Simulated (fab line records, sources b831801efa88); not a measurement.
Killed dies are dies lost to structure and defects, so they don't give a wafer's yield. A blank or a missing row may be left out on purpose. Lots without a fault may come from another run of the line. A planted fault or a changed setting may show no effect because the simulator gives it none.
A struck lot beside a sound one | flow sky130 | 16 steps out of a route of 708
Sound: wafers L130.1, L130.2, L130.3. Struck: wafer L133.5. (L133.1, L133.6 of the same lot were not struck and are left out.) The cause comes at the end.
At each step with rows: each side's tool, then ch and its chambers, then its first start. Under that, the readings that differ: sound wafers | struck wafers | difference of the means | sigmas: that difference in standard deviations of wafers without a fault.
alike: readings whose means differ by less than 2 such deviations, and words and numbers that are the same on both sides. not compared: withheld readings, readings that some wafer has no value for, bounds like >300 that may hide the same value, and numbers for which the record gives no deviation and whose values overlap.
The two part at a step that has a row with sigmas, a row that says differs or no value, or rows on one side only. Numbers that don't overlap but have no deviation are shown without sigmas and don't part them. A reading that every wafer of one side lacks parts them only if that side has two wafers or more.

SKY_METAL5_SPUTTER_03: material Ti, target thk 5 nm, time 3.3 s.
  sound on pvd_sputter-01, day 45 14:58; struck on pvd_sputter-03, day 46 03:16
  alike: throttle_valve_pct
SKY_METAL5_SPUTTER_04: material TiN, target thk 70 nm, time 58.3 s.
  sound on pvd_sputter-01, day 45 14:59; struck on pvd_sputter-03, day 46 03:17
  alike: throttle_valve_pct
SKY_METAL5_RS_MEAS_05: measures by four-point-probe.
  sound on film_metro-04, day 45 15:02; struck on film_metro-01, day 46 03:20
  alike: METAL5_ALCU_RS
SKY_METAL5_THK_MEAS_06: measures by xrf.
  sound on film_metro-04, day 45 15:10; struck on film_metro-01, day 46 03:27
  alike: METAL5_ALCU_THK
then, 7 steps without rows for these wafers: SKY_METAL5_DEHYDRATE_07 (time 60 s); SKY_METAL5_HMDS_08 (prime time 60 s); SKY_METAL5_COAT_09 (resist thk 1800 nm); SKY_METAL5_SOFTBAKE_10 (time 60 s); SKY_METAL5_EXPOSE_11 (exposes mask MM5, target cd 1600 nm); SKY_METAL5_PEB_12; SKY_METAL5_DEVELOP_13 (develop time 60 s).
SKY_METAL5_DESCUM_14: chemistry O2, time 11 s.
  sound on rie_metal-02 ch 0,1, day 46 12:04; struck on rie_metal-02 ch 1, day 47 00:17
  alike: drypump_motor_current_A, oes_product_au
  not compared: rf_hours_counter_h
SKY_METAL5_METAL_ETCH_15: etches the open film in Cl2/BCl3, stops on SiO2, target depth 1260 nm, time 252 s.
  sound on rie_metal-02 ch 0,1, day 46 12:06; struck on rie_metal-02 ch 1, day 47 00:19
  reading                                     | sound             | struck | difference | sigmas
  oes_product_au (a.u.)                       | 0.893 0.895 0.900 | 0.841  | -0.055     | -10
  over_etch_frac                              | 0.2 0.2 0.2       | 0.339  | +0.139     |
  model.NOVOLAK_of_METAL5_COAT_09.thk_nm (nm) | 1010 1048 1015    | 923    | -101       |
  model.SiO2_of_VIA4_HDPCVD_00.thk_nm (nm)    | 551.5 550.9 548.7 | 544.9  | -5.5       |
  alike: bcl3_flow_sccm, drypump_motor_current_A, throttle_valve_pct
  not compared: rf_hours_counter_h
SKY_METAL5_STRIP_16: strips in O2/N2.
  sound on plasma_asher-03 ch 0,1, day 46 12:20; struck on plasma_asher-02 ch 1, day 47 00:33
  reading                      | sound             | struck | difference | sigmas
  drypump_motor_current_A (A)  | 5.14 5.85 5.14    | 6.05   | +0.67      | +2
  strip_time_to_endpoint_s (s) | 12.78 13.24 12.84 | 11.84  | -1.11      | -7
  alike: oes_product_au
  not compared: rf_hours_counter_h
then, 1 step without rows for these wafers: SKY_METAL5_STRIP_17 (strips in post etch residue remover, time 1200 s).
SKY_PAD_OPEN_PROBE_99:
  the record has rows for the struck wafers here (prober-01, day 48 19:33) and none for the sound ones

WHERE THEY PART
First at SKY_METAL5_METAL_ETCH_15; last, within this record, at SKY_PAD_OPEN_PROBE_99.

WHY: what the simulator had put in
Process parameter drift: rie_metal-02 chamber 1, from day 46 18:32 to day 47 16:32, at SKY_METAL5_METAL_ETCH_15. Setting over_etch_frac, moved by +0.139, from 0.2. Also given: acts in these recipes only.
